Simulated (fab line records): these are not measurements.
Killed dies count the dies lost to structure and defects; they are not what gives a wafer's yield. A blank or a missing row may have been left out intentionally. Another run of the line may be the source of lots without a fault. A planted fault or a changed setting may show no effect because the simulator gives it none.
Code-filled problem report in 8D (eight disciplines) form    flow sky130    the parts of the form that need people (team, actions taken, sign-off) are left out

1. WHAT IS WRONG
Wafers without a fault read 14.20 s, standard deviation 0.041; strip-time-to-endpoint-s at SKY_VT_ADJUST_HVTR_STRIP_10 reads a mean of 13.93 s on 3 wafers belonging to 2 lots. Measured from the usual mean, that is -6.6 standard deviations.
The step: strips in O2/N2.
Seen first at day 14 14:34 on plasma-asher-03, wafer L799.1. The record holds 36 wafers of 12 lots with a number at this step. By rule, "out" or "out of limits" means more than 4 standard deviations away from the usual mean. The other wafers with a number count as sound.

2. WHAT IT IS AND WHAT IT IS NOT
question                     is                        is not
which readings at this step  strip-time-to-endpoint-s  drypump-motor-current-A
which lots                   L799, L800                L783, L784, L786, L787, L788, L790, L791, L792, L804, L805
which wafers of those lots   L799.1, L799.6, L800.2    L799.5, L800.1, L800.5
read on which tools          plasma-asher-03           plasma-asher-02, plasma-asher-04
when                         from day 14 14:34         up to then (25 sound wafers); but 8 sound wafers of L800, L804, L805 came after

3. THE SUSPECTS, EACH WITH WHAT RULES IT OUT
Counting: if a tool at a process step up to the reading ran every lot that is out, it stays a suspect. Sound lots after the first of them don't rule it out here, since some wafers of a struck lot are sound.
- plasma-asher-03 at SKY_NWELL_STRIP_14 (strips in O2/N2): kept. It processed each lot that is out (first: L799, day 8 18:28); up to then, its last sound lot is L792 (day 6 16:34).
- plasma-asher-03 at SKY_VT_ADJUST_HVTR_STRIP_10 (strips in O2/N2): kept. It processed each lot that is out (first: L799, day 14 14:34); up to then, its last sound lot is L792 (day 12 02:14). Its own strip-time-to-endpoint-s readings are out on those wafers.
- At SKY_VT_ADJUST_HVTR_STRIP_10 on plasma-asher-03, chamber 1 took the sound wafers of the same lots and chamber 0 took the wafers that are out.
The count leaves plasma-asher-03 at SKY_VT_ADJUST_HVTR_STRIP_10 and plasma-asher-03 at SKY_NWELL_STRIP_14.

4. THE CAUSE (what the simulator had put in)
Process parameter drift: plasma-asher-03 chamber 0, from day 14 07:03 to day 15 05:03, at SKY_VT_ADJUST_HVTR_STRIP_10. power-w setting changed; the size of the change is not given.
2 suspects survive the count, and this tool is in that group.

5. THE EFFECT CHAIN, in route order
Rows list readings where the struck wafers' mean (over those with a number) sits beyond 3 standard deviations from the usual. Only readings whose record carries a usual standard deviation are examined. hours: median over the lots of the time between each lot's start at the first step of this table that gives one and its start at this step. sigmas: the change, counted in usual standard deviations.
hours  step                         reading                   usual       on struck wafers  change  sigmas
0      SKY_VT_ADJUST_HVTR_STRIP_10  oes-product-au            0.715 a.u.  0.732             +0.017  +3.8
0      SKY_VT_ADJUST_HVTR_STRIP_10  strip-time-to-endpoint-s  14.20 s     13.93             -0.27   -6.6
Its process steps:
- SKY_VT_ADJUST_HVTR_STRIP_10: strips in O2/N2.
Later measuring or inspecting steps at which every struck wafer that the step has a row for has a number for every such reading, and none has moved that far: SKY_LI_CONTACT_CD_MEAS_12.

6. WHAT WOULD HAVE CAUGHT IT SOONER
The fault began at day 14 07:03; the first out-of-limits reading in this record came at day 14 14:34, 8 hours later.
